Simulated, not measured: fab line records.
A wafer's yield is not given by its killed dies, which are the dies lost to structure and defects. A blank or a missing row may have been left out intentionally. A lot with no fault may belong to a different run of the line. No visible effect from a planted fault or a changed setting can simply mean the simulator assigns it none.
A struck lot beside a sound one | flow sky130 | 5 steps out of a route of 708
Sound: the wafers L893.2, L893.3, L893.5. Struck: wafers L887.3, L887.4, L887.5. The cause is given at the end.
For every step that has rows: the tool of each side, followed by ch and its chambers, followed by its first start. Under that, the readings that differ: sound wafers | struck wafers | difference of the means | sigmas: that difference in standard deviations of wafers without a fault.
alike: a reading whose means differ by less than 2 such deviations, as well as words and numbers matching on both sides. not compared: withheld readings; readings where some wafer has no value; bounds like >300 that might hide an equal value; numbers whose values overlap and for which the record gives no deviation.
Wherever a step has rows on one side only, a row that says differs or no value, or a row with sigmas, the two part there. When numbers do not overlap yet have no deviation, they are printed without sigmas and do not part them. Lack of a reading on every wafer of one side parts them only where that side has two or more wafers.

SKY_FIELD_ISO_BOW_MEAS_00:
  sound on film metro-02, day 5 04:01; struck on film metro-04, day 3 22:02
  alike: INCOMING_BOW
then, 1 step without rows for these wafers: SKY_FIELD_ISO_OXIDATION_01 (stabilise 600 s, purge 300 s, target thk 12 nm).
SKY_FIELD_ISO_THK_MEAS_02:
  sound on film metro-02, day 5 05:38; struck on film metro-03, day 3 23:39
  reading                         | sound             | struck            | difference | sigmas
  FIELD_ISO_OXIDATION_00_THK (nm) | 12.39 12.20 12.26 | 14.75 14.57 14.81 | +2.43      | +10
then, 1 step without rows for these wafers: SKY_FIELD_ISO_CVD_03 (deposits Si3N4 from DCS/NH3, target thk 165 nm, time 2830 s).
-- the record jumps here: 45 days lie between the struck wafers' starts before and after (it left off in module FIELD_ISO and takes up again in module PAD_OPEN, whose first step shown is number 708 of the route) --
SKY_PAD_OPEN_PROBE_99:
  sound on prober-01, day 50 04:47; struck on prober-01, day 48 17:17
  reading         | sound | struck | difference | sigmas
  killed at other | 1 1 1 | 0 0 0  | -1         | -2
  alike: killed_at_M0_to_M3, killed_at_M4_up, killed at contacts, killed at front end, killed dies, killed open, killed short

## WHERE THEY PART
At SKY_FIELD_ISO_THK_MEAS_02 first; at SKY_PAD_OPEN_PROBE_99 last (within this record only).

WHY: whatever the simulator had introduced
Metrology matching offset: film metro-03, from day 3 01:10 on, at SKY_FIELD_ISO_THK_MEAS_02. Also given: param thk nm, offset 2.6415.
